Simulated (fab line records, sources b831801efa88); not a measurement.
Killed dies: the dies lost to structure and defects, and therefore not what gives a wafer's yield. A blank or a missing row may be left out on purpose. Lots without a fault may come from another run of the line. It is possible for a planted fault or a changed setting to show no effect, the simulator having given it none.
Matching of chambers + flow sky130 + SKY_METAL3_ETCH_17 on rie_diel-01: 4 sister chambers
The step etches SiO2 in C4F8/O2/Ar, stops on TiN, time 3.9 s, target depth 15 nm. 8 wafers are shown with their chamber, then 9 later ones without.

EACH WAFER AND ITS CHAMBER
| wafer  | chamber | oes_product_au (a.u.) |
|--------|---------|-----------------------|
| L081.1 | 1       | 0.746                 |
| L088.1 | 3       | 0.761                 |
| L088.4 | 1       | 0.772                 |
| L091.1 | 2       | 0.749                 |
| L091.5 | 0       | 0.757                 |
| L093.1 | 2       | 0.764                 |
| L093.2 | 0       | 0.757                 |
| L093.3 | 3       | 0.755                 |

WAFERS WITHOUT THEIR CHAMBER
| wafer  | oes_product_au (a.u.) |
|--------|-----------------------|
| L093.4 | 0.764                 |
| L093.5 | 0.758                 |
| L093.6 | 0.770                 |
| L095.1 | 0.766                 |
| L095.2 | 0.746                 |
| L095.3 | 0.753                 |
| L095.4 | 0.752                 |
| L095.5 | 0.761                 |
| L095.6 | 0.766                 |

CHAMBER TAKEN BY EACH
| wafer  | from the rows above               | in truth |
|--------|-----------------------------------|----------|
| L093.4 | can't be placed: 1 or 3 or 0 or 2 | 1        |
| L093.5 | can't be placed: 3 or 0 or 1 or 2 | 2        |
| L093.6 | can't be placed: 1 or 3 or 0 or 2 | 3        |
| L095.1 | can't be placed: 1 or 3 or 0 or 2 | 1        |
| L095.2 | can't be placed: 2 or 0 or 3 or 1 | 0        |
| L095.3 | can't be placed: 2 or 0 or 3 or 1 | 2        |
| L095.4 | can't be placed: 2 or 0 or 3 or 1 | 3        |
| L095.5 | can't be placed: 1 or 3 or 0 or 2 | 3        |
| L095.6 | can't be placed: 1 or 3 or 0 or 2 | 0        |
0 of 9 placed correctly. Cannot be placed on the basis of these rows: 9; the candidates contain the true chamber in 9. 0 placed wrongly.
How it was worked out, from the rows above alone: a wafer's distance from a chamber is the root of the sum, over the readings, of the square of ((its reading less the chamber's mean) divided by the reading's scatter). If the next closest chamber is less than 2 further off than the closest, the wafer can't be placed; otherwise it belongs to the closest. Each chamber's mean is taken over the wafers shown for it. The scatter: the root of (the sum of the squares of (reading less its chamber's mean) over the shown wafers, divided by (wafers less chambers)).
